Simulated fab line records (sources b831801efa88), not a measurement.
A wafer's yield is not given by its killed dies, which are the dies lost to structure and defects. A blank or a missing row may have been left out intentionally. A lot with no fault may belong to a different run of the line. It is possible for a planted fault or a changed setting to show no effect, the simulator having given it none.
fab line records | flow sfqLine
record lots=6 wafers=18 lastDay=91
route steps=325 shown R5@212
lots that met no fault: from a run of the same line without faults
startH: the number of hours between the record's first day and the start of the first shown wafer of the lot | waitH: hours since the lot's step before | " repeats the value in the row above | L1.1+2: one row covering several wafers at once | - no value, or no start was given | * or withheld: withheld | < > ~ a bound
route shown NAME@n: NAME is a module with steps in the file, n the number in the route of the first one | usual: mean/standard deviation taken from wafers without a fault | same: alike in all rows | chamber/n: place in a boat | sites: readings site by site | _std_site: how widely they spread, as a standard deviation | _edge_site: mean of outer sites minus mean of inner sites | radiusMm: how far each site lies from the wafer's centre | mask NAME#n: copy n | behind: tool/chamber where the wafer was last shaped | hold: what put the lot on hold/how long, in hours/how the hold closed | device: which transistor (n, p or np) failed to switch | end of line: tests of these same wafers at the route's end | a step with no rows: only its recipe | killed: the dies lost at the first sort to structure and to defects; this is not the yield of the wafer | map: dies across one wafer; x = killed, . = not, _ = none there
set.NAME: the setting as run; set.NAME@STEP: as run at that earlier step | model.NAME: the simulator's own value behind a step, which no gauge read
a table for each step, a row for each wafer; lots at some steps of the route
services: the hour from which a tool's chamber was out of use, counted from the record's first day as startH (under 0 if before that day), plus the number of hours and why
## steps
# step SFQ_TRILAYER_R5_DEP_SPUTTER_132
# recipe material=Ti basePressurePa=1.33e-06 targetThkNm=5 powerW=2000 timeS=5 chamberPressurePa=0.4
# usual chamberPressurePa=0.4000/0.00079 throttleValvePct=30.2/1.1
# columns lot.wafer tool chamber startH waitH chamberPressurePa throttleValvePct
L897.1 pvdSputter-05 - 1443.81 1.0 0.3998 30.1
L897.2 " - " " 0.4008 31.0
L897.3 " - " " 0.3997 31.2
L902.1 pvdSputter-04 - 1462.12 1.0 0.4004 31.2
L902.4 " - " " 0.4003 31.4
L902.5 " - " " 0.3993 30.9
L905.2 pvdSputter-06 - 1470.81 0.8 0.3997 31.3
L905.4 " - " " 0.4000 29.0
L905.5 " - " " 0.3992 31.2
L908.3 pvdSputter-06 - 1481.18 0.6 0.3995 28.7
L908.4 " - " " 0.3988 30.2
L908.6 " - " " 0.4016 29.0
L913.2 pvdSputter-05 - 1596.67 0.8 0.3996 31.0
L913.4 " - " " 0.3981 30.2
L913.6 " - " " 0.3998 28.2
L914.1 pvdSputter-06 - 1611.20 1.0 0.3995 31.4
L914.3 " - " " 0.3989 28.8
L914.5 " - " " 0.3992 28.8
# step SFQ_TRILAYER_R5_DEP_SPUTTER_133
# recipe material=MoNx basePressurePa=1.33e-06 targetThkNm=40 powerW=1000 timeS=66.7 chamberPressurePa=0.4
# usual chamberPressurePa=0.4001/0.00085 throttleValvePct=30.2/1.1
# columns lot.wafer tool chamber startH waitH chamberPressurePa throttleValvePct
L897.1 pvdSputter-05 - 1443.82 0.0 0.4001 30.1
L897.2 " - " " 0.4011 31.1
L897.3 " - " " 0.4001 30.9
L902.1 pvdSputter-04 - 1462.14 0.0 0.4001 30.6
L902.4 " - " " 0.3995 31.2
L902.5 " - " " 0.4007 31.1
L905.2 pvdSputter-06 - 1470.82 0.0 0.3995 31.2
L905.4 " - " " 0.3995 29.1
L905.5 " - " " 0.4009 31.2
L908.3 pvdSputter-06 - 1481.20 0.0 0.4017 28.9
L908.4 " - " " 0.3997 30.1
L908.6 " - " " 0.3987 28.8
L913.2 pvdSputter-05 - 1596.69 0.0 0.4003 31.0
L913.4 " - " " 0.4006 30.2
L913.6 " - " " 0.3990 28.1
L914.1 pvdSputter-06 - 1611.22 0.0 0.4004 31.4
L914.3 " - " " 0.4008 28.8
L914.5 " - " " 0.4006 28.6
# step SFQ_TRILAYER_R5_DEP_SPUTTER_134
# recipe material=Ti basePressurePa=1.33e-06 targetThkNm=5 powerW=2000 timeS=5 chamberPressurePa=0.4
# usual chamberPressurePa=0.3999/0.00079 throttleValvePct=30.2/1.1
# columns lot.wafer tool chamber startH waitH chamberPressurePa throttleValvePct
L897.1 pvdSputter-05 - 1443.88 0.0 0.4001 30.0
L897.2 " - " " 0.3991 31.1
L897.3 " - " " 0.3994 30.9
L902.1 pvdSputter-04 - 1462.20 0.0 0.4008 31.0
L902.4 " - " " 0.3998 31.3
L902.5 " - " " 0.4009 30.9
L905.2 pvdSputter-06 - 1470.88 0.0 0.4016 31.2
L905.4 " - " " 0.3990 28.9
L905.5 " - " " 0.4011 31.4
L908.3 pvdSputter-06 - 1481.25 0.0 0.4005 28.4
L908.4 " - " " 0.3985 30.2
L908.6 " - " " 0.3992 28.8
L913.2 pvdSputter-05 - 1596.75 0.0 0.3999 30.8
L913.4 " - " " 0.4001 30.2
L913.6 " - " " 0.4002 28.3
L914.1 pvdSputter-06 - 1611.27 0.0 0.4003 31.2
L914.3 " - " " 0.3982 28.9
L914.5 " - " " 0.4008 28.8
# step SFQ_R5_RS_MEAS_933
# recipe thkMeasGauge=four-point-probe reads=Ti_of_TRILAYER_R5_DEP_SPUTTER_134+MoNx_of_TRILAYER_R5_DEP_SPUTTER_133+Ti_of_TRILAYER_R5_DEP_SPUTTER_132
# usual R5_MONX_RS=7.04/0.086
# columns lot.wafer tool chamber startH waitH R5_MONX_RS[ohm/sq]
L897.1 filmMetro-03 - 1443.90 0.0 7.03
L897.2 " - " " 6.86
L897.3 " - " " 6.93
L902.1 filmMetro-03 - 1462.22 0.0 7.06
L902.4 " - " " 7.16
L902.5 " - " " 7.02
L905.2 filmMetro-03 - 1470.92 0.0 7.20
L905.4 " - " " 7.05
L905.5 " - " " 7.23
L908.3 filmMetro-03 - 1481.31 0.0 7.13
L908.4 " - " " 7.03
L908.6 " - " " 7.09
L913.2 filmMetro-03 - 1596.79 0.0 7.07
L913.4 " - " " 7.21
L913.6 " - " " 7.03
L914.1 filmMetro-02 - 1611.29 0.0 7.09
L914.3 " - " " 7.11
L914.5 " - " " 7.05
# step SFQ_R5_THK_MEAS_934
# recipe thkMeasGauge=xrf reads=MoNx_of_TRILAYER_R5_DEP_SPUTTER_133
# usual R5_MONX_THK=39.9/0.61
# columns lot.wafer tool chamber startH waitH R5_MONX_THK[nm]
L897.1 filmMetro-03 - 1444.02 0.1 39.7
L897.2 " - " " 40.8
L897.3 " - " " 40.4
L902.1 filmMetro-03 - 1462.34 0.1 39.6
L902.4 " - " " 39.3
L902.5 " - " " 39.8
L905.2 filmMetro-03 - 1471.03 0.1 38.9
L905.4 " - " " 39.8
L905.5 " - " " 38.8
L908.3 filmMetro-03 - 1481.41 0.1 39.3
L908.4 " - " " 39.7
L908.6 " - " " 39.5
L913.2 filmMetro-03 - 1596.90 0.1 39.3
L913.4 " - " " 38.6
L913.6 " - " " 39.3
L914.1 filmMetro-02 - 1611.41 0.1 40.1
L914.3 " - " " 39.8
L914.5 " - " " 40.3
# step SFQ_TRILAYER_R5_LITHO_COAT_141
# recipe resist=BARC spinRpm=3000 resistThkNm=62
# step SFQ_TRILAYER_R5_LITHO_COAT_136
# recipe resist=KrF spinRpm=3000 resistThkNm=600
# step SFQ_TRILAYER_R5_LITHO_SOFTBAKE_140
# recipe tempC=withheld timeS=withheld resist=KrF
# step SFQ_TRILAYER_R5_LITHO_EXPOSE_137
# recipe maskId=R5 na=0.6 sourceShape=conventional sigmaOuter=0.65 targetCdNm=500 doseMj=14.4
# step SFQ_TRILAYER_R5_LITHO_PEB_139
# recipe pebTempC=115 pebTimeS=60 resist=KrF
# step SFQ_TRILAYER_R5_LITHO_DEVELOP_138
# recipe timeS=60 resist=KrF
# step SFQ_R5_OVL_MEAS_935
# usual R5_OVL=-4/5.9
# columns lot.wafer tool chamber startH waitH R5_OVL[nm]
L897.1 overlay-02 - 1446.33 0.1 -16
L897.2 " - " " -12
L897.3 " - " " -9
L902.1 overlay-01 - 1581.72 0.1 7
L902.4 " - " " -1
L902.5 " - " " 2
L905.2 overlay-01 - 1587.72 0.1 -15
L905.4 " - " " -16
L905.5 " - " " -7
L908.3 overlay-02 - 1594.93 0.1 -8
L908.4 " - " " -8
L908.6 " - " " -7
L913.2 overlay-02 - 1715.04 0.1 -5
L913.4 " - " " -2
L913.6 " - " " -8
L914.1 overlay-02 - 1728.23 0.1 -9
L914.3 " - " " -11
L914.5 " - " " -2
# step SFQ_TRILAYER_R5_BARC_OPEN_METAL_ETCH_177
# recipe maskMaterial=PR chemistry=O2 targetDepthNm=125 target=BARC icpW=600 biasW=80 pressureMtorr=10 timeS=41.7
# usual drypumpMotorCurrentA=5.89/0.27 oesProductAu=0.685/0.0048 runLengthS=70.1/0.47
# columns lot.wafer tool chamber startH waitH drypumpMotorCurrentA oesProductAu rfHoursCounterH runLengthS model.KrF_of_TRILAYER_R5_LITHO_COAT_136.thkNm
L897.1 rieMetal-02 1 1446.36 0.0 6.31 0.686 33 70.1 524.1
L897.2 " 0 " " 5.47 0.680 119 69.6 528
L897.3 " 0 " " 5.47 0.689 - 70.1 525.7
L902.1 rieMetal-03 1 1581.75 0.0 5.75 0.683 31 70.0 528.6
L902.4 " 1 " " 5.73 0.689 - 70.1 528.5
L902.5 " 1 " " 5.76 0.685 - 70.1 527.4
L905.2 rieMetal-02 1 1587.75 0.0 6.30 0.576 53 93.3 491.2
L905.4 " 1 " " 6.31 0.573 - 93.6 492.8
L905.5 " 1 " " 6.30 0.576 - 93.7 492.1
L908.3 rieMetal-02 1 1594.97 0.0 6.32 0.573 - 93.7 494.4
L908.4 " 0 " " 5.47 0.580 - 93.1 498.7
L908.6 " 0 " " 5.45 0.583 - 92.8 497.4
L913.2 rieMetal-03 1 1715.07 0.0 5.77 0.684 43 70.0 525.1
L913.4 " 0 " " 5.91 0.691 - 70.7 526.6
L913.6 " 0 " " 5.93 0.674 - 70.8 525.5
L914.1 rieMetal-03 1 1728.27 0.0 5.74 0.684 46 70.1 524.9
L914.3 " 1 " " 5.75 0.678 - 70.1 523.8
L914.5 " 0 " " 5.89 0.684 - 70.9 525.6
# step SFQ_TRILAYER_R5_ETCH_METAL_ETCH_139
# recipe stopOn=SiO2 maskMaterial=PR chemistry=Cl2 targetDepthNm=60 icpW=600 biasW=80 pressureMtorr=10 timeS=40
# usual drypumpMotorCurrentA=5.89/0.27 oesProductAu=0.990/0.0058 runLengthS=68.5/0.5
# columns lot.wafer tool chamber startH waitH drypumpMotorCurrentA oesProductAu rfHoursCounterH runLengthS model.KrF_of_TRILAYER_R5_LITHO_COAT_136.thkNm
L897.1 rieMetal-02 1 1446.42 0.0 6.28 0.994 33 68.3 499.6
L897.2 " 0 " " 5.49 0.993 119 68.3 503.8
L897.3 " 0 " " 5.47 0.995 - 68.1 501.3
L902.1 rieMetal-03 1 1581.81 0.0 5.73 0.983 31 68.3 505.1
L902.4 " 1 " " 5.73 0.983 - 68.2 504.9
L902.5 " 1 " " 5.75 0.984 - 68.4 504.1
L905.2 rieMetal-02 1 1587.81 0.0 6.31 1.000 53 68.5 467.2
L905.4 " 1 " " 6.32 0.984 - 68.5 468.7
L905.5 " 1 " " 6.31 0.996 - 68.6 468
L908.3 rieMetal-02 1 1595.03 0.0 6.32 0.985 - 68.4 470.5
L908.4 " 0 " " 5.48 0.986 - 68.3 475.1
L908.6 " 0 " " 5.49 0.987 - 68.4 473.7
L913.2 rieMetal-03 1 1715.13 0.0 5.75 0.995 43 68.6 501.2
L913.4 " 0 " " 5.87 0.978 - 68.9 502.9
L913.6 " 0 " " 5.85 0.989 - 69.7 501.6
L914.1 rieMetal-03 1 1728.33 0.0 5.73 0.982 46 68.1 501.1
L914.3 " 1 " " 5.73 0.995 - 68.5 500
L914.5 " 0 " " 5.88 0.989 - 69.1 501.5
# step SFQ_TRILAYER_R5_STRIP_STRIP_140
# recipe gas=O2 powerW=200 platenTempC=40 overashFraction=0.65 chemistry=O2 pressureMtorr=50
# usual drypumpMotorCurrentA=5.89/0.27 oesProductAu=1.000/0.0095
# columns lot.wafer tool chamber startH waitH drypumpMotorCurrentA oesProductAu rfHoursCounterH
L897.1 rieMetal-02 1 1446.48 0.0 6.30 1.015 33
L897.2 " 0 " " 5.47 1.011 119
L897.3 " 0 " " 5.46 1.001 -
L902.1 rieMetal-03 1 1581.87 0.0 5.76 1.000 31
L902.4 " 1 " " 5.74 0.997 -
L902.5 " 1 " " 5.70 1.001 -
L905.2 rieMetal-02 1 1587.87 0.0 6.30 1.010 53
L905.4 " 1 " " 6.32 1.008 -
L905.5 " 1 " " 6.31 1.005 -
L908.3 rieMetal-02 1 1595.27 0.2 6.30 1.006 -
L908.4 " 0 " " 5.45 0.984 -
L908.6 " 0 " " 5.43 0.989 -
L913.2 rieMetal-03 1 1715.19 0.0 5.77 0.992 44
L913.4 " 0 " " 5.91 0.988 -
L913.6 " 0 " " 5.93 0.997 -
L914.1 rieMetal-03 1 1728.39 0.0 5.78 0.990 46
L914.3 " 1 " " 5.76 1.000 -
L914.5 " 0 " " 5.93 1.005 -
## services
# columns tool chamber startH hours kind
pvdSputter-04 2 1439.35 - consumableReplace:kit
pvdSputter-04 2 1439.35 18.0 scheduledDown
pvdSputter-04 2 1439.35 18.0 ventCycle
rieMetal-02 0 1493.95 - clean
rieMetal-02 0 1493.95 - consumableReplace:focusRing
rieMetal-02 0 1493.95 18.1 scheduledDown
rieMetal-02 0 1493.95 18.1 ventCycle
pvdSputter-06 - 1515.53 3.4 repair
pvdSputter-06 - 1551.69 1.8 repair
pvdSputter-06 - 1554.56 5.6 repair
pvdSputter-05 - 1556.15 9.3 repair
pvdSputter-04 - 1556.90 1.9 repair
pvdSputter-06 - 1594.89 11.3 repair
pvdSputter-06 0 1606.73 - consumableReplace:kit
pvdSputter-06 0 1606.73 18.0 scheduledDown
pvdSputter-06 0 1606.73 18.0 ventCycle
pvdSputter-04 - 1610.57 8.6 repair
rieMetal-03 - 1633.16 1.1 repair
pvdSputter-04 - 1666.96 0.6 repair
rieMetal-03 - 1668.01 2.4 repair
rieMetal-03 - 1672.82 28.1 pm
pvdSputter-06 - 1685.56 5.7 repair
rieMetal-03 - 1716.63 1.1 repair
## key
firstSign step=SFQ_TRILAYER_R5_BARC_OPEN_METAL_ETCH_177 reading=runLengthS direction=up sigmas=49 usual=* struck=*
effect step=SFQ_TRILAYER_R5_BARC_OPEN_METAL_ETCH_177 reading=oesProductAu direction=down sigmas=23 usual=0.685 struck=0.577
modelEffect step=SFQ_TRILAYER_R5_BARC_OPEN_METAL_ETCH_177 value=KrF_of_TRILAYER_R5_LITHO_COAT_136.thkNm without=523.1 struck=494.4
modelEffect step=SFQ_TRILAYER_R5_ETCH_METAL_ETCH_139 value=KrF_of_TRILAYER_R5_LITHO_COAT_136.thkNm without=499.3 struck=470.5
metAt SFQ_TRILAYER_R5_BARC_OPEN_METAL_ETCH_177
struckWafers L905.2,L905.4,L905.5,L908.3,L908.4,L908.6
onsetBetween 1446.36 1587.75
fault kind=processParameterDrift tool=rieMetal-02 chamber=- onsetH=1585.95 steps=SFQ_TRILAYER_R5_BARC_OPEN_METAL_ETCH_177 channel=timeS offset=* shape=step endH=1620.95 actsIn=* stated=*
